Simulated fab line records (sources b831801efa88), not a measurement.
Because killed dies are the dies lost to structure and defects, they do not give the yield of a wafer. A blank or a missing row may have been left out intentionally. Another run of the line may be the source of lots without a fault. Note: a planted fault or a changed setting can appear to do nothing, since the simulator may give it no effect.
Which of the tools did it? -- flow gf180mcu -- Sampling: 13 lots, 39 wafers, 4 of 602 route steps

## WHAT EACH GAUGE READ, for each wafer
GF_SALICIDE_THK_MEAS_05: measures by xrf.
lot,measured,on,SALICIDE_TIN_THK (nm)
L769,day 15 01:51,filmMetro-04,19.78 19.64 19.70
L770,day 16 03:25,filmMetro-03,19.95 19.99 19.89
L772,day 16 11:10,filmMetro-04,19.74 19.54 19.65
L771,day 16 14:40,filmMetro-03,19.93 20.40 20.19
L774,day 17 08:15,filmMetro-04,19.97 20.04 19.62
L776,day 17 23:35,filmMetro-04,20.16 20.06 20.08
L782,day 19 19:18,filmMetro-04,17.66 17.53 17.83
L783,day 20 04:34,filmMetro-01,17.97 18.02 17.87
L784,day 20 14:23,filmMetro-03,17.92 17.37 17.33
L789,day 22 10:49,filmMetro-01,20.27 20.62 20.18
L790,day 22 18:38,filmMetro-04,19.93 19.98 20.00
L791,day 22 21:41,filmMetro-01,19.40 19.60 19.86
L792,day 23 03:35,filmMetro-01,19.73 19.81 20.05

GF_V2_THK_MEAS_03.
lot,measured,on,V2_CVD_02_THK (nm)
L769,day 19 04:19,filmMetro-03,865 866 870
L770,day 20 07:46,filmMetro-01,860 846 871
L772,day 20 15:42,filmMetro-01,853 852 857
L771,day 20 20:17,filmMetro-02,851 864 867
L774,day 21 13:52,filmMetro-02,858 864 867
L776,day 22 05:43,filmMetro-02,857 865 872
L782,day 24 00:19,filmMetro-02,837 840 852
L783,day 24 08:32,filmMetro-02,846 854 865
L784,day 24 17:16,filmMetro-01,847 836 858
L789,day 26 08:34,filmMetro-02,861 844 861
L790,day 26 15:46,filmMetro-03,862 850 878
L791,day 26 19:08,filmMetro-03,852 850 848
L792,day 26 23:59,filmMetro-02,842 843 854

GF_V2_OVL_MEAS_15.
lot,measured,on,V2_OVL (nm)
L769,day 20 05:46,overlay-02,5 -1 5
L770,day 21 08:08,overlay-02,-3 -5 1
L772,day 21 15:54,overlay-01,10 2 3
L771,day 21 20:28,overlay-01,3 3 1
L774,day 22 14:13,overlay-02,6 9 8
L776,day 23 04:55,overlay-02,2 3 6
L782,day 24 22:37,overlay-02,-4 -5 -7
L783,day 25 07:12,overlay-02,4 -4 -2
L784,day 25 15:01,overlay-01,7 1 7
L789,day 27 05:43,overlay-02,3 0 1
L790,day 27 12:51,overlay-02,5 -2 0
L791,day 27 16:23,overlay-01,-7 -6 -7
L792,day 27 20:52,overlay-02,2 9 5

## EACH LOT AND THE TOOL THAT RAN IT (in order: tool; ch and the chambers of the sampled wafers; start)
lot,GF_SALICIDE_SPUTTER_03
L769,"pvdSputter-02, day 15 01:41"
L770,"pvdSputter-02, day 16 03:15"
L772,"pvdSputter-01, day 16 10:59"
L771,"pvdSputter-02, day 16 14:29"
L774,"pvdSputter-03, day 17 08:05"
L776,"pvdSputter-03, day 17 23:26"
L782,"pvdSputter-03, day 19 19:09"
L783,"pvdSputter-03, day 20 04:25"
L784,"pvdSputter-03, day 20 14:15"
L789,"pvdSputter-01, day 22 10:40"
L790,"pvdSputter-03, day 22 18:29"
L791,"pvdSputter-02, day 22 21:32"
L792,"pvdSputter-01, day 23 03:25"
- GF_SALICIDE_SPUTTER_03: material TiN, target thk 20 nm, time 16.7 s.

## AS READ BY THE TOOLS THEMSELVES (means over the sampled wafers that have a number; for cases with no such wafer, the mark the record gives instead)
GF_SALICIDE_SPUTTER_03.
lot,tool,cathodeDcPowerW (W),throttleValvePct (%)
L769,pvdSputter-02,6498.7,29.5
L770,pvdSputter-02,6500.6,31.3
L772,pvdSputter-01,6499.6,30.0
L771,pvdSputter-02,6500.9,31.1
L774,pvdSputter-03,6499.6,30.0
L776,pvdSputter-03,6500.1,29.2
L782,pvdSputter-03,5778.4,29.1
L783,pvdSputter-03,5778.1,30.3
L784,pvdSputter-03,5779.3,29.4
L789,pvdSputter-01,6500.0,31.3
L790,pvdSputter-03,6499.4,29.7
L791,pvdSputter-02,6499.8,30.0
L792,pvdSputter-01,6500.4,31.0

## THE ANSWER, worked out from the rows above alone
Rule: the lots themselves supply what counts as usual. Put in order of their means at a reading, lots are off if they are a third of the lots or fewer, leave a main group of 4 or more, and stand apart from it by a gap of 3 or more times the standard deviation of the main group's means; of several such gaps the widest counts. If all means in a main group match to the digits the tables above print for the reading, that group is not used. Also off: a lot with no number at a reading for which 4 or more lots have one. The other lots that the step has rows for count as sound. First the gauges in route order, then the tools' own readings, where a lot's mean is used as printed above. At the first step where some lot is off, the reading lying furthest off is the one used; lots without a number count as furthest.
Off: at GF_SALICIDE_THK_MEAS_05 (SALICIDE_TIN_THK), L782, L783, L784. The main group: mean 19.93 nm, standard deviation 0.23.
A tool fits if, at a process step before that reading, it ran every lot that is off, and no sound lot after the first of them. Not tried: the gauges at GF_SALICIDE_THK_MEAS_05; whatever is off there is also off at GF_SALICIDE_SPUTTER_03, on other tools, and gauge error can't account for it. None of those tried fits.

## WHAT WAS PUT IN BY THE SIMULATOR
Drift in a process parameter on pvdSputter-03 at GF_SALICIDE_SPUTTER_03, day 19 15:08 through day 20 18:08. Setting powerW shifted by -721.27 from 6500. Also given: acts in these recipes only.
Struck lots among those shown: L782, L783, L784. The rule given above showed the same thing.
